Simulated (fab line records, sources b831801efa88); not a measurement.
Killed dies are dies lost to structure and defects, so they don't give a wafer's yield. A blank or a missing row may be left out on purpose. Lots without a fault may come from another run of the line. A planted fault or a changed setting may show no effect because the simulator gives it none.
Which tool did it? | flow sky130 | 6 lots, 18 wafers sampled, at 3 steps of a route of 708

WHAT THE GAUGES READ, wafer by wafer
SKY_SD_N_TW_MEAS_12.
lot  | measured     | on            | SD_N_TW
L406 | day 29 07:07 | film_metro-03 | 3984 3998 3987
L407 | day 29 19:26 | film_metro-02 | 3953 3941 3942
L412 | day 31 06:52 | film_metro-03 | 3989 4003 3986
L416 | day 32 02:05 | film_metro-01 | 4316 4337 4324
L419 | day 33 04:08 | film_metro-02 | 3990 3989 3994
L423 | day 34 11:10 | film_metro-03 | 3987 3985 3954

WHICH TOOL RAN EACH LOT (tool, then ch and the chambers of the sampled wafers, then the start)
lot  | SKY_SD_N_IMPLANT_09             | SKY_SD_N_STRIP_11
L406 | implanter-04 ch 0, day 29 06:44 | plasma_asher-04 ch 0,1, day 29 07:01
L407 | implanter-01 ch 0, day 29 19:02 | plasma_asher-03 ch 0,1, day 29 19:20
L412 | implanter-03 ch 0, day 31 06:28 | plasma_asher-04 ch 0,1, day 31 06:46
L416 | implanter-04 ch 0, day 32 01:41 | plasma_asher-03 ch 0,1, day 32 01:59
L419 | implanter-01 ch 0, day 33 03:44 | plasma_asher-03 ch 0,1, day 33 04:02
L423 | implanter-01 ch 0, day 34 10:46 | plasma_asher-04 ch 0,1, day 34 11:04
- SKY_SD_N_IMPLANT_09
- SKY_SD_N_STRIP_11: strips in O2/N2.

THE ANSWER, worked out from the rows above alone
Rule: what is usual is taken from the lots themselves. Put in order of their means at a reading, lots are off if they are a third of the lots or fewer, leave a main group of 4 or more, and stand apart from it by a gap of 3 or more times the standard deviation of the main group's means; of several such gaps the widest counts. A main group whose means are all the same, to the digits that the tables above print for the reading, isn't used. A lot without any number at a reading at which 4 lots or more have one is off too. The other lots that the step has rows for count as sound.
Off: L416, at SKY_SD_N_TW_MEAS_12 (SD_N_TW). The main group: mean 3979, standard deviation 18.
A tool fits if, at a process step before that reading, it ran every lot that is off, and no sound lot after the first of them. The gauges at SKY_SD_N_TW_MEAS_12 are tried like those tools. Can't be told from this: 2 tools fit, implanter-04 at SKY_SD_N_IMPLANT_09, film_metro-01 at SKY_SD_N_TW_MEAS_12.

WHAT THE SIMULATOR HAD PUT IN
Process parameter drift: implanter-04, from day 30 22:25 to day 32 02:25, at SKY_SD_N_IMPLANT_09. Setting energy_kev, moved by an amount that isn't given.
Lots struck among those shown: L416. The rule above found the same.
